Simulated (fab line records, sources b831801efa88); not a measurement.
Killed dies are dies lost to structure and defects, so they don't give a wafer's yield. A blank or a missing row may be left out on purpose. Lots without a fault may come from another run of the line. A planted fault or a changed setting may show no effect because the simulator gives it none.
fab line records | flow sky130
record lots=13 wafers=39 last_day=51
route steps=708 shown CONTACT@424 METAL4@600 CAP2M@616
lots that met no fault: from a run of the same line without faults
start_h: hours from the record's first day to the start of the lot's first wafer shown | wait_h: hours since the lot's step before | " the same as in the row above | L1.1+2: a row that stands for several wafers | - no value, or no start given | * or withheld: withheld | < > ~ a bound
route shown NAME@n: a module of which the file shows steps, and the number in the route of the first | usual: mean/standard deviation of fault-free wafers | same: alike in all rows | chamber/n: place in a boat | sites: the reading at each site | _std_site: their standard deviation | _edge_site: outer sites' mean less inner sites' | radius_mm: how far each site lies from the wafer's centre | mask NAME#n: copy n | behind: the tool/chamber that last shaped the wafer | hold: why the lot was held/for how many hours/how that ended | device: the transistor (n, p or np) that didn't switch | end of line: the same wafers' tests at the end of the route | a step without rows: its recipe alone | killed: dies lost to structure and defects at the first sort, not the wafer's yield | map: a wafer's dies, x killed, . not, _ none there
set.NAME: the setting as run; set.NAME@STEP: as run at that earlier step | model.NAME: the simulator's own value behind a step, which no gauge read
steps of the route over a sample of lots; a table a step, a row a wafer
services: from which hour (start_h, from the record's first day; less than 0 if before it) a tool's chamber was out of use, for how many hours, and why
## steps
# step SKY_CONTACT_ETCH_18
# recipe target=Si3N4 chemistry=CHF3/O2 stop_on=TiN source_w=600 bias_w=200 pressure_mtorr=40 chf3_flow_sccm=50 O2_flow_sccm=5 time_s=39 target_depth_a=750
# usual drypump_motor_current_A=5.7/0.43 oes_product_au=0.855/0.0084 rf_fwd_power_W=592.9/2.6 throttle_valve_pct=8.794/0.0093
# columns lot.wafer tool chamber start_h wait_h drypump_motor_current_A oes_product_au rf_fwd_power_W rf_hours_counter_h throttle_valve_pct
L258.1 rie_diel-03 0 761 - 5.7 0.856 592.0 22 8.792
L258.4 " 1 " " 5.5 0.874 595.0 10 8.800
L258.5 " 0 " " 5.7 0.879 589.1 - 8.782
L259.1 rie_diel-01 0 765 - 6.0 0.859 593.0 8 8.790
L259.4 " 3 " " 5.5 0.868 594.2 32 8.799
L259.5 " 3 " " 5.5 0.859 592.6 - 8.805
L261.1 rie_diel-01 0 777 - 6.0 0.856 592.9 8 8.784
L261.5 " 0 " " 6.0 0.859 592.3 - 8.795
L261.6 " 3 " " 5.6 0.860 595.8 - 8.787
L262.1 rie_diel-02 3 778 - 5.8 0.838 595.4 22 8.818
L262.2 " 2 " " 4.9 0.846 591.6 12 8.783
L262.3 " 1 " " 5.5 0.860 594.8 9 8.814
L268.2 rie_diel-03 1 827 - 5.5 0.836 501.6 12 8.796
L268.3 " 0 " " 5.7 0.839 498.3 24 8.783
L268.6 " 2 " " 6.4 0.853 495.3 - 8.805
L270.2 rie_diel-02 2 840 - 4.9 0.862 592.0 14 8.806
L270.3 " 1 " " 5.5 0.860 595.7 11 8.797
L270.4 " 3 " " 5.8 0.870 590.6 24 8.802
L271.1 rie_diel-03 2 860 - 6.4 0.844 494.8 28 8.783
L271.4 " 0 " " 5.7 0.857 497.4 25 8.796
L271.5 " 0 " " 5.7 0.855 494.9 - 8.794
L272.1 rie_diel-02 0 863 - 5.3 0.844 591.5 6 8.786
L272.4 " 1 " " 5.5 0.866 597.0 12 8.807
L272.6 " 0 " " 5.3 0.863 592.3 - 8.792
L273.3 rie_diel-01 1 871 - 5.1 0.849 586.8 14 8.779
L273.5 " 0 " " 5.9 0.852 593.1 - 8.799
L273.6 " 2 " " 6.4 0.851 593.9 - 8.789
L275.1 rie_diel-02 0 889 - 5.3 0.859 594.9 6 8.803
L275.2 " 1 " " 5.5 0.853 597.2 13 8.795
L275.3 " 3 " " 5.8 0.854 590.3 26 8.792
L276.1 rie_diel-01 3 909 - 5.6 0.867 595.6 2 8.812
L276.5 " 0 " " 6.0 0.865 591.9 - 8.785
L276.6 " 1 " " 5.1 0.864 588.5 - 8.794
L278.2 rie_diel-01 0 915 - 6.0 0.852 592.7 13 8.792
L278.4 " 2 " " 6.4 0.858 589.7 2 8.783
L278.6 " 3 " " 5.5 0.855 594.9 - 8.791
L281.1 rie_diel-03 3 927 - 5.8 0.843 595.3 10 8.783
L281.4 " 0 " " 5.8 0.865 591.8 - 8.802
L281.6 " 1 " " 5.5 0.855 596.0 - 8.777
# step SKY_METAL4_SPUTTER_02
# recipe material=AlCu target_thk_nm=735 power_w=10600 time_s=39.1 chamber_pressure_pa=0.4
# usual throttle_valve_pct=29.5/1.3
# columns lot.wafer tool chamber start_h wait_h throttle_valve_pct
L258.1 pvd_sputter-01 - 957.38 0.0 28.6
L258.4 " - " " 31.0
L258.5 " - " " 30.8
L259.1 pvd_sputter-03 - 960.61 0.0 31.3
L259.4 " - " " 27.9
L259.5 " - " " 27.9
L262.1 pvd_sputter-01 - 972.87 0.0 28.9
L262.2 " - " " 30.9
L262.3 " - " " 30.2
L261.1 pvd_sputter-03 - 973.77 0.0 30.1
L261.5 " - " " 31.4
L261.6 " - " " 27.5
L268.2 pvd_sputter-01 - 1014.52 0.0 31.0
L268.3 " - " " 30.3
L268.6 " - " " 28.6
L270.2 pvd_sputter-03 - 1027.84 0.0 31.2
L270.3 " - " " 28.7
L270.4 " - " " 28.4
L271.1 pvd_sputter-03 - 1045.80 0.0 27.7
L271.4 " - " " 31.1
L271.5 " - " " 31.1
L272.1 pvd_sputter-04 - 1049.57 0.0 29.8
L272.4 " - " " 30.7
L272.6 " - " " 28.7
L273.3 pvd_sputter-04 - 1054.64 0.0 29.9
L273.5 " - " " 31.3
L273.6 " - " " 28.6
L275.1 pvd_sputter-04 - 1073.61 0.0 29.8
L275.2 " - " " 31.3
L275.3 " - " " 28.7
L276.1 pvd_sputter-04 - 1086.75 0.0 29.8
L276.5 " - " " 29.7
L276.6 " - " " 28.6
L278.2 pvd_sputter-01 - 1092.84 0.0 28.7
L278.4 " - " " 30.8
L278.6 " - " " 28.7
L281.1 pvd_sputter-03 - 1103.37 0.0 31.1
L281.4 " - " " 27.7
L281.6 " - " " 29.7
# step SKY_CAP2M_METAL_ETCH_13
# recipe target_depth_nm=220 stop_on=SiO2 chemistry=Cl2/BCl3 target=TiN pressure_mtorr=10 icp_w=900 bias_w=48.5 Cl2_flow_sccm=60 bcl3_flow_sccm=30 time_s=62.9
# usual drypump_motor_current_A=6.0/0.6 oes_product_au=0.941/0.0079 rf_fwd_power_W=891/3.5 throttle_valve_pct=21.901/0.0095
# columns lot.wafer tool chamber start_h wait_h drypump_motor_current_A oes_product_au rf_fwd_power_W rf_hours_counter_h throttle_valve_pct
L258.1 rie_metal-03 1 981.98 0.0 5.1 0.932 897 3 21.903
L258.4 " 1 " " 5.1 0.933 896 - 21.913
L258.5 " 0 " " 5.2 0.931 889 - 21.906
L259.1 rie_metal-03 1 984.35 0.0 5.1 0.950 894 3 21.905
L259.4 " 1 " " 5.1 0.945 895 - 21.902
L259.5 " 0 " " 5.2 0.954 895 - 21.900
L262.1 rie_metal-03 1 997.15 0.0 5.1 0.951 892 4 21.905
L262.2 " 0 " " 5.2 0.951 895 13 21.893
L262.3 " 1 " " 5.1 0.945 893 - 21.897
L261.1 rie_metal-04 0 998.08 0.0 6.2 0.939 893 12 21.911
L261.5 " 1 " " 6.8 0.937 890 - 21.908
L261.6 " 0 " " 6.1 0.948 895 - 21.887
L268.2 rie_metal-04 1 1037.61 0.0 6.8 0.953 889 21 21.881
L268.3 " 1 " " 6.8 0.949 885 - 21.911
L268.6 " 1 " " 6.8 0.941 889 - 21.893
L270.2 rie_metal-04 0 1050.98 0.0 6.2 0.935 894 15 21.895
L270.3 " 1 " " 6.8 0.938 886 - 21.926
L270.4 " 0 " " 6.1 0.933 895 - 21.905
L271.1 rie_metal-02 1 1068.80 0.0 5.8 0.940 896 21 21.918
L271.4 " 1 " " 5.8 0.942 896 - 21.909
L271.5 " 0 " " 6.3 0.952 890 - 21.896
L272.1 rie_metal-04 0 1072.56 0.0 6.1 0.938 891 17 21.880
L272.4 " 0 " " 6.2 0.933 891 - 21.909
L272.6 " 0 " " 6.1 0.928 894 - 21.905
L273.3 rie_metal-02 1 1077.49 0.0 5.8 0.951 890 - 21.911
L273.5 " 0 " " 6.3 0.954 887 - 21.893
L273.6 " 1 " " 5.8 0.937 893 - 21.911
L275.1 rie_metal-04 0 1096.08 0.0 6.2 0.931 887 18 21.905
L275.2 " 1 " " 6.8 0.935 888 1 21.910
L275.3 " 1 " " 6.8 0.954 893 - 21.914
L276.1 rie_metal-02 1 1107.70 0.0 5.8 0.945 893 24 21.887
L276.5 " 0 " " 6.2 0.929 892 - 21.899
L276.6 " 1 " " 5.8 0.961 894 - 21.881
L278.2 rie_metal-03 0 1114.18 0.0 5.2 0.937 885 21 21.914
L278.4 " 0 " " 5.2 0.940 891 - 21.901
L278.6 " 1 " " 5.1 0.931 895 - 21.913
L281.1 rie_metal-02 1 1124.16 0.0 5.8 0.945 894 25 21.899
L281.4 " 1 " " 5.8 0.935 894 - 21.893
L281.6 " 0 " " 6.2 0.947 893 - 21.883
# step SKY_METAL4_OVL_MEAS_14
# usual METAL4_OVL=1/4.9
# columns lot.wafer tool chamber start_h wait_h METAL4_OVL[nm]
L258.1 overlay-01 - 1006.76 0.1 0
L258.4 " - " " 0
L258.5 " - " " 5
L259.1 overlay-02 - 1008.52 0.1 9
L259.4 " - " " 4
L259.5 " - " " 5
L262.1 overlay-01 - 1021.66 0.1 -3
L262.2 " - " " -4
L262.3 " - " " 2
L261.1 overlay-01 - 1022.71 0.1 1
L261.5 " - " " -4
L261.6 " - " " -2
L268.2 overlay-01 - 1061.39 0.1 4
L268.3 " - " " -8
L268.6 " - " " 1
L270.2 overlay-02 - 1074.37 0.1 -2
L270.3 " - " " 3
L270.4 " - " " -2
L271.1 overlay-02 - 1091.73 0.1 4
L271.4 " - " " 10
L271.5 " - " " 11
L272.1 overlay-02 - 1095.56 0.1 6
L272.4 " - " " 5
L272.6 " - " " 3
L273.3 overlay-01 - 1100.33 0.1 -9
L273.5 " - " " -10
L273.6 " - " " -9
L275.1 overlay-01 - 1117.98 0.1 2
L275.2 " - " " -3
L275.3 " - " " -4
L276.1 overlay-02 - 1129.46 0.1 1
L276.5 " - " " 0
L276.6 " - " " 5
L278.2 overlay-02 - 1135.62 0.1 8
L278.4 " - " " 5
L278.6 " - " " 13
L281.1 overlay-01 - 1145.16 0.1 4
L281.4 " - " " 6
L281.6 " - " " 1
## services
# columns tool chamber start_h hours kind
rie_metal-04 - 738.93 0.2 repair
rie_diel-01 2 773.41 15.3 repair
pvd_sputter-04 - 794.38 2.2 repair
rie_diel-03 3 806.12 5.0 repair
pvd_sputter-01 - 815.64 29.9 repair
rie_metal-03 0 815.74 13.8 repair
rie_diel-03 1 831.31 5.2 repair
rie_diel-02 - 834.16 2.8 pm
rie_diel-03 1 839.52 13.1 repair
rie_diel-02 0 845.38 17.4 repair
rie_diel-03 - 853.39 0.6 repair
rie_metal-04 0 858.65 24.5 repair
rie_diel-03 1 868.16 4.5 repair
rie_diel-01 3 871.08 19.1 repair
pvd_sputter-04 - 887.49 4.1 repair
rie_diel-01 0 896.23 9.7 repair
rie_metal-04 - 939.14 4.5 repair
rie_diel-01 3 946.16 3.8 repair
rie_metal-04 - 1013.43 2.8 pm
rie_diel-01 0 1027.72 2.6 repair
rie_diel-01 0 1044.58 5.7 repair
rie_metal-04 - 1073.63 3.2 repair
pvd_sputter-03 - 1073.99 4.0 repair
rie_diel-01 - 1093.38 2.8 pm
## key
first_sign step=SKY_CONTACT_ETCH_18 reading=rf_fwd_power_W direction=down sigmas=38 usual=592.9 struck=497.0
effect none on later readings
met_at SKY_CONTACT_ETCH_18
struck_lots L268,L271
tester_left_out L268,L271
not_acting_at SKY_METAL4_SPUTTER_02,SKY_CAP2M_METAL_ETCH_13,SKY_METAL4_OVL_MEAS_14
onset_between 761 827
fault kind=process_parameter_drift tool=rie_diel-03 chamber=- onset_h=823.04 steps=SKY_CONTACT_ETCH_18 channel=source_w offset=-96 shape=step end_h=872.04 acts_in=these_recipes_only stated=600
# tester_left_out: of these lots the tester's yield and bins aren't shown, on N5 and GAA mostly nor the transistor test; their killed dies are dies lost to structure and defects alone, not to doping, threshold or leakage, so they don't give the yield
